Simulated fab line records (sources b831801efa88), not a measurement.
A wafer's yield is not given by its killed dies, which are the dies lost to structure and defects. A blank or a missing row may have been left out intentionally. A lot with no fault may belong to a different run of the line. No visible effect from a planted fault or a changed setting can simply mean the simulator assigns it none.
Code-filled problem report in 8D (eight disciplines) form :: flow sky130 :: the parts of the form that need people (team, actions taken, sign-off) are left out

## 1. THE PROBLEM
RES_XHIGH_TW at SKY_RES_XHIGH_TW_MEAS_09 reads a mean of 30 on 3 wafers of 1 lot; wafers without a fault read 1654 with a standard deviation of 15. So: -99 or more standard deviations from the usual mean.
Seen first at day 32 04:43 on film_metro-02, wafer L544.1. The record holds 39 wafers of 13 lots with a number at this step. By rule, "out" or "out of limits" means more than 4 standard deviations away from the usual mean. The other wafers with a number count as sound.

## 2. WHAT IT IS AND WHAT IT IS NOT
question: which readings at this step
is: RES_XHIGH_TW
is not: -

question: which lots
is: L544
is not: L528, L530, L531, L532, L533, L534, L535, L537, L542, L543, L550, L551

question: which wafers of those lots
is: all that have a number
is not: -

question: read on which gauges
is: film_metro-02
is not: film_metro-01, film_metro-04

question: when
is: from day 32 04:43
is not: up to then (30 sound wafers); but 6 sound wafers of L550, L551 came after

## 3. WHAT RULES OUT EACH SUSPECT
Counting: any tool at a process step up to the reading is kept as a suspect provided that every lot that is out went through it and no sound lot did after the first of them.
- the gauge at SKY_RES_XHIGH_TW_MEAS_09 has been ruled out. All the wafers that are out were read on film_metro-02, but those of them that SKY_SD_P_STRIP_10 has rows for are out there too, on other tools.
- rie_diel-03 at SKY_SPACER_ETCHBACK_02 (etches Si3N4 in CH3F/O2, stops on SiO2, time 46.7 s, target depth 45 nm): kept. It ran the lot that is out, L544 (day 28 16:37), and no sound lot after that; its last sound lot up to then is L543 (day 28 09:42).
- plasma_asher-04 at SKY_SD_P_STRIP_10 (strips in O2/N2): ruled out as a lasting fault. After its first lot that is out, L544 (day 31 00:25), sound lots L551 ran on it.
- plasma_asher-01 at SKY_RES_XHIGH_STRIP_08 (strips in O2/N2): ruled out as a lasting fault. After its first lot that is out, L544 (day 32 04:37), sound lots L550, L551 ran on it.
The count leaves rie_diel-03 at SKY_SPACER_ETCHBACK_02.

## 4. THE CAUSE (what the simulator had put in)
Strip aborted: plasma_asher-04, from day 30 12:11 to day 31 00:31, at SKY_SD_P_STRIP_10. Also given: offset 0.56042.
The count ruled it out by mistake, since the rule takes a fault to strike every lot its tool runs from the start of the fault on, and this one did not do so.

## 5. THE CHAIN OF EFFECTS, in route order
Each row: a reading whose mean over the struck wafers that have a number lies more than 3 standard deviations from the usual. Scope: only readings with a usual standard deviation given in the record; hours: median across lots of the time from each lot's start at the first step in this table that gives one to its start at this step; sigmas: change in usual standard deviations.
hours: 0
step: SKY_SD_P_STRIP_10
reading: oes_product_au
usual: 0.618 a.u.
on struck wafers: 0.721
change: +0.103
sigmas: +25

hours: 28
step: SKY_RES_XHIGH_STRIP_08
reading: strip_time_to_endpoint_s
usual: 14.29 s
on struck wafers: 20.31
change: +6.02
sigmas: +99 or more

hours: 28
step: SKY_RES_XHIGH_TW_MEAS_09
reading: RES_XHIGH_TW
usual: 1654
on struck wafers: 30
change: -1624
sigmas: -99 or more
It contains these process steps:
- SKY_SD_P_STRIP_10: strips in O2/N2.
- SKY_RES_XHIGH_STRIP_08: strips in O2/N2.
Readings that are blank on the struck wafers while sound wafers have them: strip_time_to_endpoint_s at SKY_SD_P_STRIP_10.

## 6. HOW IT WOULD HAVE BEEN CAUGHT EARLIER
41 hours passed between the start of the fault at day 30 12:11 and the first reading out of limits at a measuring or inspecting step in this record, taken at day 32 04:43.
The tool's own readings at SKY_SD_P_STRIP_10 were out on every struck wafer that the step has a row for (oes_product_au): an alarm limit on them would have fired on the first of those.
